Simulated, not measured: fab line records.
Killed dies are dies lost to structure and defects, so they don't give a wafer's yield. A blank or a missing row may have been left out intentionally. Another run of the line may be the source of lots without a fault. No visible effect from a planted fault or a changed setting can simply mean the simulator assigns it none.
Problem report, 8D (eight disciplines) form, completed by code | flow sky130 | the parts of the form that need people (team, actions taken, sign-off) are left out

== 1. WHAT WENT WRONG ==
chamber-pressure-mTorr at SKY_METAL3_METAL_ETCH_18 reads a mean of 12.000 mTorr on 3 wafers of 2 lots; wafers without a fault read 9.999 mTorr with a standard deviation of 0.0089. That is +99 or more standard deviations from the usual mean.
The step: etches the open film in Cl2/BCl3, stops on SiO2, target depth 845 nm, time 183.1 s.
First seen on wafer L784.4, day 42 11:11, on rie-metal-02. At this step, 33 wafers from 11 lots have a number in the record. Rule for "out" (also "out of limits"): further than 4 standard deviations from the usual mean. All remaining wafers that have a number are taken as sound.

== 2. WHAT THIS IS AND IS NOT ==
question                    | is                     | is not
which readings at this step | chamber-pressure-mTorr | bcl3-flow-sccm, drypump-motor-current-A, oes-product-au, throttle-valve-pct
which lots                  | L784, L787             | L773, L774, L776, L780, L782, L783, L785, L789, L796
which wafers of those lots  | L784.4, L787.2, L787.6 | L784.1, L784.5, L787.1
read on which tools         | rie-metal-02           | rie-metal-01, rie-metal-04
when                        | from day 42 11:11      | up to then (23 sound wafers); but 7 sound wafers of L787, L789, L796 came after

== 3. WHAT RULES OUT EACH SUSPECT ==
Counting: a tool at a process step up to the reading stays a suspect if it ran every lot that is out. Sound lots after the first of them don't rule it out here, since some wafers of a struck lot are sound.
- rie-metal-02 at SKY_METAL3_METAL_ETCH_18 (etches the open film in Cl2/BCl3, stops on SiO2, target depth 845 nm, time 183.1 s): kept. It ran every lot that is out, first L784 (day 42 11:11); its last sound lot up to then is L783 (day 41 17:35). On those wafers its own readings are out: chamber-pressure-mTorr.
- At SKY_METAL3_METAL_ETCH_18 on rie-metal-02, chamber 0 took the sound wafers of the same lots and chamber 1 took the wafers that are out.
The count leaves rie-metal-02 at SKY_METAL3_METAL_ETCH_18.

== 4. THE CAUSE (what the simulator had put in) ==
rie-metal-02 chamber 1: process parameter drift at SKY_METAL3_METAL_ETCH_18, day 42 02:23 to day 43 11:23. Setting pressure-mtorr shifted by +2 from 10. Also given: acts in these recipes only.
Only this tool survived the counting.

== 5. SEQUENCE OF EFFECTS, ordered by route ==
Rows list readings where the struck wafers' mean (over those with a number) sits beyond 3 standard deviations from the usual. Only readings for which the record gives a usual standard deviation are gone through. hours: the time from each lot's start at the first step in this table that gives one to its start at this step, as a median over the lots. sigmas: the change in usual standard deviations.
hours | step                     | reading                | usual       | on struck wafers | change | sigmas
0     | SKY_METAL3_METAL_ETCH_18 | chamber-pressure-mTorr | 9.999 mTorr | 12.000           | +2.001 | +99 or more
Its process steps:
- SKY_METAL3_METAL_ETCH_18: etches the open film in Cl2/BCl3, stops on SiO2, target depth 845 nm, time 183.1 s.

== 6. HOW IT WOULD HAVE BEEN CAUGHT EARLIER ==
9 hours passed between the start of the fault at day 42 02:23 and the first reading out of limits in this record, taken at day 42 11:11.
